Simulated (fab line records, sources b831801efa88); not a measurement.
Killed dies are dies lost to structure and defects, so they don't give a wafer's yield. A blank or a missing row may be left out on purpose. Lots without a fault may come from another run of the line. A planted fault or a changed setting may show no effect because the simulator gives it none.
fab line records | flow sky130
record lots=11 wafers=33 last_day=50
route steps=708 shown NWELL@67 VT_ADJUST_LVTN@104 VT_ADJUST_NCORE@121 PAD_OPEN@708
lots that met no fault: from a run of the same line without faults
start_h: hours from the record's first day to the start of the lot's first wafer shown | wait_h: hours since the lot's step before | " the same as in the row above | L1.1+2: a row that stands for several wafers | - no value, or no start given | * or withheld: withheld | < > ~ a bound
route shown NAME@n: a module of which the file shows steps, and the number in the route of the first | usual: mean/standard deviation of fault-free wafers | same: alike in all rows | chamber/n: place in a boat | sites: the reading at each site | _std_site: their standard deviation | _edge_site: outer sites' mean less inner sites' | radius_mm: how far each site lies from the wafer's centre | mask NAME#n: copy n | behind: the tool/chamber that last shaped the wafer | hold: why the lot was held/for how many hours/how that ended | device: the transistor (n, p or np) that didn't switch | end of line: the same wafers' tests at the end of the route | a step without rows: its recipe alone | killed: dies lost to structure and defects at the first sort, not the wafer's yield | map: a wafer's dies, x killed, . not, _ none there
set.NAME: the setting as run; set.NAME@STEP: as run at that earlier step | model.NAME: the simulator's own value behind a step, which no gauge read
steps of the route over a sample of lots; a table a step, a row a wafer
services: from which hour (start_h, from the record's first day; less than 0 if before it) a tool's chamber was out of use, for how many hours, and why
## steps
# step SKY_NWELL_STRIP_14
# recipe chemistry=O2/N2 power_w=1400 pressure_mtorr=1500 platen_temp_c=withheld o2_flow_sccm=3000 n2_flow_sccm=300 overash_fraction=0.5
# usual drypump_motor_current_A=5.54/0.3 o2_flow_sccm=2999/9.1 oes_product_au=0.722/0.005 strip_time_to_endpoint_s=36.97/0.1
# columns lot.wafer tool chamber start_h wait_h drypump_motor_current_A o2_flow_sccm oes_product_au rf_hours_counter_h strip_time_to_endpoint_s
L815.3 plasma_asher-02 0 83.45 0.1 5.99 2998 0.718 - 36.95
L815.4 " 1 " " 5.30 3001 0.716 - 36.91
L815.5 " 1 " " 5.32 2997 0.730 - 37.02
L820.4 plasma_asher-04 0 116.43 0.1 5.11 2983 0.727 - 36.81
L820.5 " 1 " " 5.36 2991 0.721 - 36.86
L820.6 " 0 " " 5.10 3002 0.725 - 36.97
L821.2 plasma_asher-02 1 123.35 0.1 5.36 3001 0.727 43 36.95
L821.5 " 0 " " 6.01 3004 0.717 - 36.95
L821.6 " 1 " " 5.38 2999 0.716 - 36.97
L822.2 plasma_asher-02 0 128.15 0.1 6.03 2989 0.730 43 37.03
L822.4 " 1 " " 5.35 3007 0.725 - 37.11
L822.6 " 1 " " 5.32 2985 0.726 - 37.14
L823.3 plasma_asher-03 0 132.78 0.1 5.60 3007 0.719 - 37.03
L823.5 " 1 " " 5.71 3000 0.723 - 36.97
L823.6 " 0 " " 5.60 3006 0.723 - 36.98
L825.1 plasma_asher-04 0 143.99 0.1 5.13 2991 0.717 47 36.65
L825.4 " 1 " " 5.37 2991 0.722 - 36.72
L825.6 " 0 " " 5.11 2991 0.725 - 36.61
L826.2 plasma_asher-03 1 150.54 0.1 5.70 3009 0.719 3 37.05
L826.3 " 0 " " 5.58 2996 0.718 - 36.98
L826.6 " 0 " " 5.60 3008 0.713 - 37.15
L827.3 plasma_asher-03 0 157.12 0.1 5.62 2982 0.724 - 36.85
L827.5 " 0 " " 5.61 2977 0.720 - 36.91
L827.6 " 1 " " 5.67 2996 0.710 - 37.06
L835.2 plasma_asher-02 1 202.32 0.1 5.32 2980 0.726 50 36.89
L835.5 " 0 " " 6.01 3002 0.717 - 36.89
L835.6 " 1 " " 5.32 2989 0.718 - 36.94
L836.2 plasma_asher-04 1 207.79 0.1 5.36 3012 0.722 52 36.97
L836.5 " 1 " " 5.36 3005 0.723 - 36.90
L836.6 " 0 " " 5.12 3008 0.719 - 36.99
L838.1 plasma_asher-04 0 222.55 0.1 5.09 3000 0.722 54 37.00
L838.5 " 1 " " 5.37 2990 0.720 - 36.98
L838.6 " 0 " " 5.12 3007 0.728 - 36.82
# step SKY_NWELL_STRIP_25
# recipe chemistry=O2/N2 power_w=1400 pressure_mtorr=1500 platen_temp_c=withheld o2_flow_sccm=3000 n2_flow_sccm=300 overash_fraction=0.5
# usual drypump_motor_current_A=5.50/0.28 o2_flow_sccm=3000/11 oes_product_au=0.722/0.0044 strip_time_to_endpoint_s=36.97/0.092
# columns lot.wafer tool chamber start_h wait_h drypump_motor_current_A o2_flow_sccm oes_product_au rf_hours_counter_h strip_time_to_endpoint_s
L815.3 plasma_asher-03 0 101.58 0.1 5.62 3007 0.722 - 37.03
L815.4 " 1 " " 5.71 2995 0.721 - 37.08
L815.5 " 1 " " 5.72 2997 0.716 - 36.95
L820.4 plasma_asher-03 0 135.65 0.1 5.58 3011 0.715 - 37.06
L820.5 " 0 " " 5.58 2993 0.723 - 37.13
L820.6 " 1 " " 5.70 3001 0.717 - 36.96
L821.2 plasma_asher-04 1 142.10 0.1 5.36 2998 0.727 47 36.89
L821.5 " 0 " " 5.12 2995 0.718 - 36.95
L821.6 " 1 " " 5.37 2983 0.723 - 36.85
L822.2 plasma_asher-03 0 148.10 0.1 5.56 3005 0.719 3 36.88
L822.4 " 1 " " 5.72 2995 0.720 - 36.91
L822.6 " 0 " " 5.61 3005 0.719 - 36.92
L823.3 plasma_asher-03 0 152.75 0.1 5.61 3001 0.723 - 36.98
L823.5 " 0 " " 5.58 2984 0.719 - 37.00
L823.6 " 1 " " 5.71 3020 0.723 - 36.88
L825.1 plasma_asher-03 0 163.47 0.1 5.59 3000 0.720 4 36.99
L825.4 " 1 " " 5.73 2998 0.723 - 37.00
L825.6 " 0 " " 5.60 3009 0.718 - 37.07
L826.2 plasma_asher-04 0 171.17 0.1 5.10 3003 0.725 50 36.93
L826.3 " 0 " " 5.10 3000 0.723 - 36.87
L826.6 " 1 " " 5.38 3008 0.726 - 36.86
L827.3 plasma_asher-04 0 177.30 0.1 5.11 2998 0.722 - 37.07
L827.5 " 0 " " 5.10 3050 0.725 - 37.17
L827.6 " 1 " " 5.34 2991 0.722 - 37.12
L835.2 plasma_asher-02 1 223.99 0.1 5.33 3014 0.724 52 36.84
L835.5 " 0 " " 6.04 2991 0.728 - 37.01
L835.6 " 1 " " 5.33 2997 0.721 - 36.87
L836.2 plasma_asher-04 0 230.42 0.1 5.09 3006 0.724 55 36.88
L836.5 " 1 " " 5.35 3001 0.727 - 36.83
L836.6 " 0 " " 5.11 3006 0.722 - 36.94
L838.1 plasma_asher-02 0 245.34 0.1 6.03 2997 0.728 54 37.09
L838.5 " 1 " " 5.38 3009 0.722 - 37.13
L838.6 " 0 " " 6.01 3025 0.709 - 37.02
# step SKY_VT_ADJUST_LVTN_OVL_MEAS_07
# usual VT_ADJUST_LVTN_OVL=0.8/1.3
# columns lot.wafer tool chamber start_h wait_h VT_ADJUST_LVTN_OVL[nm]
L815.3 overlay-01 - 140.15 - 1.6
L815.4 " - " " 3.5
L815.5 " - " " 2.6
L820.4 overlay-02 - 175.45 - 1.2
L820.5 " - " " 0.2
L820.6 " - " " 0.7
L821.2 overlay-01 - 183.14 - -0.2
L821.5 " - " " -0.4
L821.6 " - " " 1.6
L822.2 overlay-02 - 189.04 - 1.9
L822.4 " - " " 1.4
L822.6 " - " " 2.0
L823.3 overlay-01 - 194.41 - 2.8
L823.5 " - " " 1.4
L823.6 " - " " 0.6
L825.1 overlay-01 - 206.28 - 1.5
L825.4 " - " " 1.6
L825.6 " - " " -0.7
L826.2 overlay-01 - 214.34 - 1.2
L826.3 " - " " 3.2
L826.6 " - " " 1.0
L827.3 overlay-02 - 221.36 - 1.4
L827.5 " - " " 2.0
L827.6 " - " " 0.7
L835.2 overlay-01 - 271.11 - 0.2
L835.5 " - " " -0.6
L835.6 " - " " -0.3
L836.2 overlay-01 - 277.86 - 1.1
L836.5 " - " " 2.3
L836.6 " - " " 1.0
L838.1 overlay-01 - 295.05 - 1.0
L838.5 " - " " -1.3
L838.6 " - " " -0.3
# step SKY_VT_ADJUST_NCORE_COAT_02
# recipe resist=NOVOLAK spin_rpm=3000 resist_thk_nm=1140
# usual chill_plate_temp_C=23.00/0.11 spin_speed_rpm=3000.2/1.8
# columns lot.wafer tool chamber start_h wait_h chill_plate_temp_C spin_speed_rpm
L815.3 litho_track-04 0 170.22 0.1 23.03 3001.0
L815.4 " 0 " " 23.07 3000.3
L815.5 " 0 " " 23.09 3000.0
L820.4 litho_track-01 0 207.46 0.1 22.87 2997.5
L820.5 " 0 " " 23.00 2999.6
L820.6 " 0 " " 22.96 2999.8
L821.2 litho_track-01 0 215.66 0.1 22.95 3001.4
L821.5 " 0 " " 22.97 2998.5
L821.6 " 0 " " 23.22 3001.2
L822.2 litho_track-01 0 222.76 0.1 22.92 2998.6
L822.4 " 0 " " 23.02 3002.0
L822.6 " 0 " " 22.95 2997.1
L823.3 litho_track-02 0 228.00 0.1 22.97 2999.4
L823.5 " 0 " " 22.94 2998.5
L823.6 " 0 " " 23.00 2997.7
L825.1 litho_track-04 0 240.61 0.1 23.06 3001.9
L825.4 " 0 " " 23.04 2999.8
L825.6 " 0 " " 23.07 3000.3
L826.2 litho_track-04 0 248.64 0.1 23.04 2998.9
L826.3 " 0 " " 23.31 2999.7
L826.6 " 0 " " 23.16 3001.2
L827.3 litho_track-02 0 254.80 0.1 22.94 2996.9
L827.5 " 0 " " 22.96 3000.8
L827.6 " 0 " " 22.88 2999.3
L835.2 litho_track-02 0 308.57 0.1 22.83 2641.3
L835.5 " 0 " " 22.99 2640.7
L835.6 " 0 " " 22.82 2643.0
L836.2 litho_track-02 0 315.68 0.1 22.92 2644.4
L836.5 " 0 " " 23.01 2643.1
L836.6 " 0 " " 22.98 2643.1
L838.1 litho_track-04 0 334.51 0.1 23.05 3000.3
L838.5 " 0 " " 23.09 3002.6
L838.6 " 0 " " 23.00 3001.2
# step SKY_VT_ADJUST_NCORE_STRIP_10
# recipe chemistry=O2/N2 power_w=1400 pressure_mtorr=1500 platen_temp_c=withheld o2_flow_sccm=3000 n2_flow_sccm=300 overash_fraction=0.5
# usual drypump_motor_current_A=5.29/0.28 o2_flow_sccm=3001/9.4 oes_product_au=0.715/0.0043 strip_time_to_endpoint_s=14.18/0.042
# columns lot.wafer tool chamber start_h wait_h drypump_motor_current_A o2_flow_sccm oes_product_au rf_hours_counter_h strip_time_to_endpoint_s
L815.3 plasma_asher-03 1 181.20 0.1 5.70 3007 0.719 - 14.18
L815.4 " 0 " " 5.61 3002 0.715 - 14.21
L815.5 " 1 " " 5.72 3006 0.716 - 14.17
L820.4 plasma_asher-03 1 218.80 0.1 5.68 2995 0.721 - 14.16
L820.5 " 1 " " 5.67 3012 0.715 - 14.13
L820.6 " 0 " " 5.60 2998 0.717 - 14.16
L821.2 plasma_asher-04 1 227.69 0.1 5.37 2991 0.712 54 14.11
L821.5 " 1 " " 5.38 3000 0.710 - 14.14
L821.6 " 0 " " 5.10 2993 0.717 - 14.10
L822.2 plasma_asher-01 1 234.66 0.1 4.89 3004 0.710 43 14.14
L822.4 " 0 " " 5.41 2996 0.719 - 14.08
L822.6 " 0 " " 5.41 2986 0.714 - 14.11
L823.3 plasma_asher-04 0 239.89 0.1 5.12 3009 0.712 - 14.12
L823.5 " 0 " " 5.09 3003 0.713 - 14.19
L823.6 " 1 " " 5.38 2996 0.716 - 14.14
L825.1 plasma_asher-01 0 252.14 0.1 5.44 2992 0.711 44 14.18
L825.4 " 0 " " 5.43 2998 0.715 - 14.16
L825.6 " 0 " " 5.47 2998 0.717 - 14.19
L826.2 plasma_asher-01 0 261.27 0.1 5.46 3013 0.711 45 14.13
L826.3 " 1 " " 4.87 2996 0.718 - 14.12
L826.6 " 1 " " 4.86 3007 0.713 - 14.14
L827.3 plasma_asher-01 1 267.67 0.1 4.87 3008 0.717 - 14.21
L827.5 " 1 " " 4.88 2999 0.718 - 14.24
L827.6 " 0 " " 5.43 3009 0.724 - 14.24
L835.2 plasma_asher-04 0 322.79 0.1 5.11 3012 0.713 63 15.06
L835.5 " 0 " " 5.12 3014 0.721 - 14.99
L835.6 " 1 " " 5.36 2978 0.715 - 15.03
L836.2 plasma_asher-01 0 328.86 0.1 5.44 3014 0.707 52 15.02
L836.5 " 1 " " 4.88 2991 0.721 - 15.06
L836.6 " 0 " " 5.45 3006 0.711 - 15.06
L838.1 plasma_asher-04 0 348.61 0.1 5.11 3009 0.712 66 14.22
L838.5 " 0 " " 5.11 3010 0.720 - 14.16
L838.6 " 1 " " 5.38 3014 0.720 - 14.18
# step SKY_PAD_OPEN_PROBE_99
# usual killed_at_M0_to_M3=43/6.9 killed_at_M4_up=3.1/1.8 killed_at_contacts=24/5.1 killed_at_front_end=15/4.8 killed_at_other=0.3/0.48 killed_dies=86/8.9 killed_open=47/6.8 killed_short=39/6.3
# same gross_dies=492 killed_at_back_side=0
# columns lot.wafer tool chamber start_h wait_h killed_at_M0_to_M3 killed_at_M4_up killed_at_contacts killed_at_front_end killed_at_other killed_dies killed_open killed_short
L820.4 prober-02 - 1108.22 0.2 31 1 29 16 0 77 39 37
L820.5 prober-02 - 1108.27 0.2 38 4 37 20 0 99 49 49
L820.6 prober-02 - 1108.32 0.2 47 4 25 19 0 95 48 47
L822.2 prober-01 - 1126.33 0.1 48 3 24 22 0 97 54 43
L822.4 prober-01 - 1126.43 0.2 46 6 35 27 0 114 68 46
L822.6 prober-01 - 1126.53 0.2 41 8 36 11 0 96 51 45
L827.3 prober-02 - 1148.57 0.2 42 2 30 15 0 89 49 40
L827.5 prober-02 - 1148.67 0.2 36 5 35 9 0 85 45 40
L827.6 prober-02 - 1148.72 0.2 36 2 21 21 0 80 38 40
# killed by level:class
L820.4 LOCAL_INTERCONNECT:geometric_particle:short=9 CONTACT:geometric_particle:open=7 LI_CONTACT:geometric_particle:open=6 VIA1:geometric_particle:open=6 VIA2:geometric_particle:open=6 POLY_GATE:geometric_particle:short=4 VIA1:geometric_particle:short=4 FIELD_ISO:geometric_particle:short=3
L820.5 CONTACT:geometric_particle:short=10 LI_CONTACT:geometric_particle:open=9 CONTACT:geometric_particle:open=8 VIA1:geometric_particle:open=8 VIA3:geometric_particle:open=7 LOCAL_INTERCONNECT:geometric_particle:short=7 VIA2:geometric_particle:open=7 METAL1:geometric_particle:short=5
L820.6 CONTACT:geometric_particle:open=13 METAL1:geometric_particle:short=11 FIELD_ISO:geometric_particle:short=8 VIA1:geometric_particle:open=8 LI_CONTACT:geometric_particle:open=5 METAL3:geometric_particle:short=5 VIA3:geometric_particle:open=5 POLY_GATE:geometric_particle:short=4
L822.2 CONTACT:geometric_particle:open=12 VIA1:geometric_particle:open=11 METAL2:geometric_particle:short=7 VIA3:geometric_particle:open=7 FIELD_ISO:geometric_particle:open=6 LI_CONTACT:geometric_particle:open=5 VIA2:geometric_particle:open=5 FIELD_ISO:geometric_particle:short=4
L822.4 VIA1:geometric_particle:open=18 CONTACT:geometric_particle:open=13 LI_CONTACT:geometric_particle:open=13 POLY_GATE:geometric_particle:short=6 VIA2:geometric_particle:open=6 METAL4:geometric_particle:short=6 FIELD_ISO:geometric_particle:short=5 SPACER:geometric_particle:open=5
L822.6 VIA1:geometric_particle:open=15 CONTACT:geometric_particle:open=10 LI_CONTACT:geometric_particle:open=9 LOCAL_INTERCONNECT:geometric_particle:short=9 METAL4:geometric_particle:short=8 METAL1:geometric_particle:short=7 VIA3:geometric_particle:open=7 VIA1:geometric_particle:short=5
L827.3 CONTACT:geometric_particle:open=12 VIA2:geometric_particle:open=8 VIA1:geometric_particle:open=7 VIA3:geometric_particle:open=7 FIELD_ISO:geometric_particle:short=6 LI_CONTACT:geometric_particle:open=6 METAL1:geometric_particle:short=6 CONTACT:geometric_particle:short=5
L827.5 CONTACT:geometric_particle:open=13 CONTACT:geometric_particle:short=7 VIA3:geometric_particle:open=7 VIA1:geometric_particle:open=6 LI_CONTACT:geometric_particle:open=6 FIELD_ISO:geometric_particle:open=5 LOCAL_INTERCONNECT:geometric_particle:short=5 METAL1:geometric_particle:short=5
L827.6 CONTACT:geometric_particle:open=9 VIA1:geometric_particle:open=7 FIELD_ISO:geometric_particle:short=6 VIA3:geometric_particle:open=6 METAL2:geometric_particle:short=5 CONTACT:geometric_particle:short=5 FIELD_ISO:geometric_particle:open=4 VIA3:geometric_particle:short=4
## services
# columns tool chamber start_h hours kind
litho_track-04 - 80.10 - consumable_replace:filter
plasma_asher-03 - 84.76 2.8 pm
plasma_asher-03 - 89.94 1.0 repair
plasma_asher-01 - 95.98 4.3 pm
plasma_asher-03 - 108.75 9.0 pm
plasma_asher-03 0 108.75 9.0 vent_cycle
plasma_asher-03 1 108.75 9.0 vent_cycle
plasma_asher-04 - 109.11 1.8 repair
plasma_asher-03 0 117.75 - clean
plasma_asher-03 1 117.75 - clean
plasma_asher-02 - 131.99 4.3 repair
plasma_asher-04 - 178.44 7.0 repair
plasma_asher-04 - 206.04 1.6 repair
plasma_asher-03 - 322.17 3.6 repair
plasma_asher-03 - 340.89 4.2 repair
## key
first_sign step=SKY_VT_ADJUST_NCORE_COAT_02 reading=spin_speed_rpm direction=down sigmas=99+ usual=3000.2 struck=2642.6
effect step=SKY_VT_ADJUST_NCORE_STRIP_10 reading=strip_time_to_endpoint_s direction=up sigmas=20 usual=* struck=*
met_at SKY_VT_ADJUST_NCORE_COAT_02
struck_lots L835,L836
tester_left_out L835,L836
not_acting_at SKY_NWELL_STRIP_14,SKY_NWELL_STRIP_25,SKY_VT_ADJUST_LVTN_OVL_MEAS_07
onset_between 254.80 308.57
fault kind=process_parameter_drift tool=litho_track-02 chamber=- onset_h=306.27 steps=SKY_VT_ADJUST_NCORE_COAT_02 channel=spin_rpm offset=-357.15 shape=step end_h=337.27 acts_in=these_recipes_only stated=3000
# tester_left_out: of these lots the tester's yield and bins aren't shown, on N5 and GAA mostly nor the transistor test; their killed dies are dies lost to structure and defects alone, not to doping, threshold or leakage, so they don't give the yield
